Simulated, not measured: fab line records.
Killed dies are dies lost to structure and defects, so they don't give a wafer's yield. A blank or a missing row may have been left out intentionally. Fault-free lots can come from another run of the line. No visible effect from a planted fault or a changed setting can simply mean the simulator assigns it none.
A struck lot beside a sound one | flow gf180mcu | 15 out of 602 route steps
Sound: these wafers, L366.1, L366.3, L366.6. Wafers L361.1, L361.2, L361.5 were the ones struck. Last of all comes the cause.
At each step with rows: each side's tool, then ch and its chambers, then its first start. Under that, the readings that differ: sound wafers | struck wafers | difference of the means | sigmas: that difference in standard deviations of wafers without a fault.
alike: readings whose means differ by less than 2 such deviations, and words and numbers that are the same on both sides. not compared: withheld readings, readings that some wafer has no value for, bounds like >300 that may hide the same value, and numbers for which the record gives no deviation and whose values overlap.
A row with sigmas, a row that says differs or no value, or rows on one side alone: a step with any of these is where the two part. Numbers that have no deviation but don't overlap get no sigmas and don't part them. Lack of a reading on every wafer of one side parts them only where that side has two or more wafers.

GF_DUAL_GATE_STRIP_13: strips in O2/N2.
  sound on plasmaAsher-02 ch 0,1, day 13 17:31; struck on plasmaAsher-04 ch 0,1, day 12 08:25
  alike: drypumpMotorCurrentA, heaterPowerW, oesProductAu, stripTimeToEndpointS
  not compared: rfHoursCounterH
then, 3 steps without rows for these wafers: GF_DUAL_GATE_CLEAN_14 (cleans in SC1/SC2, time 150 s); GF_DUAL_GATE_OXIDATION_15 (stabilise 600 s, purge 300 s, target thk 7.098 nm); GF_POLY_GATE_CVD_00 (deposits poly-Si, target thk 200 nm, time 1200 s).
GF_POLY_GATE_THK_MEAS_01:
  sound on filmMetro-04 at day 13 21:13; struck on filmMetro-03 at day 12 11:27
  alike: POLY_GATE_CVD_00_THK
then, 7 steps without rows for these wafers: GF_POLY_GATE_DEHYDRATE_02 (time 60 s); GF_POLY_GATE_HMDS_03 (prime time 60 s); GF_POLY_GATE_COAT_04; GF_POLY_GATE_COAT_05 (resist thk 700 nm); GF_POLY_GATE_SOFTBAKE_06 (time 60 s); GF_POLY_GATE_EXPOSE_07 (exposes mask Poly2, target cd 280 nm); GF_POLY_GATE_PEB_08 (peb time 90 s).
GF_POLY_GATE_DEVELOP_09: develop time 60 s.
  sound on lithoTrack-01 ch 0, day 14 17:53; struck on lithoTrack-02 ch 0, day 13 06:26
reading            | sound             | struck            | difference | sigmas
developerTempC (C) | 21.09 20.98 21.01 | 21.73 21.87 21.80 | +0.77      | +8
GF_POLY_GATE_CD_MEAS_10: the cd target is 280 nm.
  sound on cdSem-01 at day 14 18:04; struck on cdSem-01 at day 13 06:35
  alike: cdNm
following that, these wafers have no rows for 1 step: GF_PASSIVATION_PROBE_99.

== WHERE THEY PART ==
Only at GF_POLY_GATE_DEVELOP_09, as far as this record shows. Later steps at which nothing parts them and some readings are alike: GF_POLY_GATE_CD_MEAS_10.

WHY: what had been put in by the simulator
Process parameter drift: lithoTrack-02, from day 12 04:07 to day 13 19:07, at GF_POLY_GATE_DEVELOP_09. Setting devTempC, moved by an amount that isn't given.
